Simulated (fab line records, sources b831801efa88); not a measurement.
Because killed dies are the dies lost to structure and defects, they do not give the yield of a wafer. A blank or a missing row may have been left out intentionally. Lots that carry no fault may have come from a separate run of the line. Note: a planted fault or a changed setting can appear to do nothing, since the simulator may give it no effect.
Which tool is to blame? | flow sky130 | 14 lots, 42 wafers sampled, at 3 steps of a route of 708

== WHAT THE GAUGES SHOWED, per wafer ==
SKY_VT_ADJUST_LVTN_TW_MEAS_10.
lot  | measured     | on            | VT_ADJUST_LVTN_TW
L512 | day 6 19:29  | film-metro-01 | 240.2 238.8 239.2
L513 | day 7 02:46  | film-metro-02 | 244.2 245.2 244.4
L514 | day 7 08:25  | film-metro-02 | 245.2 245.1 244.1
L515 | day 7 12:46  | film-metro-02 | 245.2 243.4 246.2
L516 | day 7 22:29  | film-metro-01 | 241.0 240.3 240.0
L518 | day 8 10:36  | film-metro-03 | 245.9 247.0 245.1
L523 | day 9 20:08  | film-metro-01 | 239.6 240.7 239.9
L524 | day 10 04:34 | film-metro-02 | 245.6 243.9 244.6
L525 | day 10 09:31 | film-metro-01 | 239.3 239.2 240.3
L530 | day 12 01:43 | film-metro-03 | 244.6 245.5 245.3
L531 | day 12 05:58 | film-metro-01 | 239.7 240.1 239.6
L533 | day 12 20:41 | film-metro-01 | 241.2 240.7 240.7
L534 | day 13 00:13 | film-metro-02 | 244.7 242.4 243.2
L535 | day 13 06:40 | film-metro-02 | 243.2 243.2 242.7

SKY_LI_CONTACT_CD_MEAS_12: target cd 170 nm.
lot  | measured     | on        | cd-nm (nm)
L512 | day 29 00:16 | cd-sem-01 | 169.0 169.6 170.0
L513 | day 29 07:38 | cd-sem-01 | 170.1 170.7 171.1
L514 | day 29 19:44 | cd-sem-01 | 168.6 170.0 169.0
L515 | day 30 03:42 | cd-sem-02 | 171.1 170.6 170.1
L516 | day 30 12:31 | cd-sem-01 | 168.9 169.1 170.8
L518 | day 31 16:46 | cd-sem-01 | 171.1 172.6 171.4
L523 | day 32 13:50 | cd-sem-02 | 171.3 168.9 171.1
L524 | day 32 21:48 | cd-sem-02 | 170.7 170.4 169.4
L525 | day 33 06:22 | cd-sem-02 | 168.9 170.4 166.8
L530 | day 35 11:25 | cd-sem-02 | 173.6 172.3 173.6
L531 | day 35 12:41 | cd-sem-02 | 169.6 170.7 171.2
L533 | day 35 20:18 | cd-sem-02 | 172.8 171.1 172.9
L534 | day 36 00:53 | cd-sem-01 | 168.1 165.3 166.9
L535 | day 36 08:52 | cd-sem-01 | 169.7 169.5 170.3

== WHICH TOOL RAN EACH LOT (tool, then ch and the chambers of the sampled wafers, then the start) ==
lot  | SKY_SONOS_TUNNEL_CLEAN_13
L512 | wet-bench-02 ch 1, day 11 07:44
L513 | wet-bench-03 ch 1, day 11 17:42
L514 | wet-bench-04 ch 0, day 11 21:40
L515 | wet-bench-02 ch 3, day 12 04:20
L516 | wet-bench-04 ch 1, day 12 16:45
L518 | wet-bench-02 ch 3, day 13 07:34
L523 | wet-bench-02 ch 0, day 14 21:59
L524 | wet-bench-04 ch 1, day 15 07:29
L525 | wet-bench-02 ch 1, day 15 12:14
L530 | wet-bench-04 ch 2, day 17 12:44
L531 | wet-bench-04 ch 3, day 17 16:14
L533 | wet-bench-02 ch 3, day 18 11:38
L534 | wet-bench-02 ch 1, day 18 16:18
L535 | wet-bench-02 ch 0, day 19 00:03
- SKY_SONOS_TUNNEL_CLEAN_13: cleans in dHF, time 20 s.

== WHAT THE TOOLS THEMSELVES READ (means of the sampled wafers that have a number; where no wafer has one, the mark that the record gives instead) ==
The record holds no such reading with a usual standard deviation.

== THE ANSWER, worked out from the rows above alone ==
Rule: the usual values come from the lots themselves. Put in order of their means at a reading, lots are off if they are a third of the lots or fewer, leave a main group of 4 or more, and stand apart from it by a gap of 3 or more times the standard deviation of the main group's means; of several such gaps the widest counts. If all means in a main group match to the digits the tables above print for the reading, that group is not used. A lot without any number at a reading at which 4 lots or more have one is off too. Where the step has rows for the other lots, those lots are counted as sound. Order of review: gauges by route order, followed by the tools' own readings, for which a lot's mean as printed above is used. The first step at which some lot is off is used, and at that step the reading that is off furthest; a lot without a number counts as furthest.
None of the lots is off at any reading shown; this tells nothing.

== WHAT THE SIMULATOR HAD INSERTED ==
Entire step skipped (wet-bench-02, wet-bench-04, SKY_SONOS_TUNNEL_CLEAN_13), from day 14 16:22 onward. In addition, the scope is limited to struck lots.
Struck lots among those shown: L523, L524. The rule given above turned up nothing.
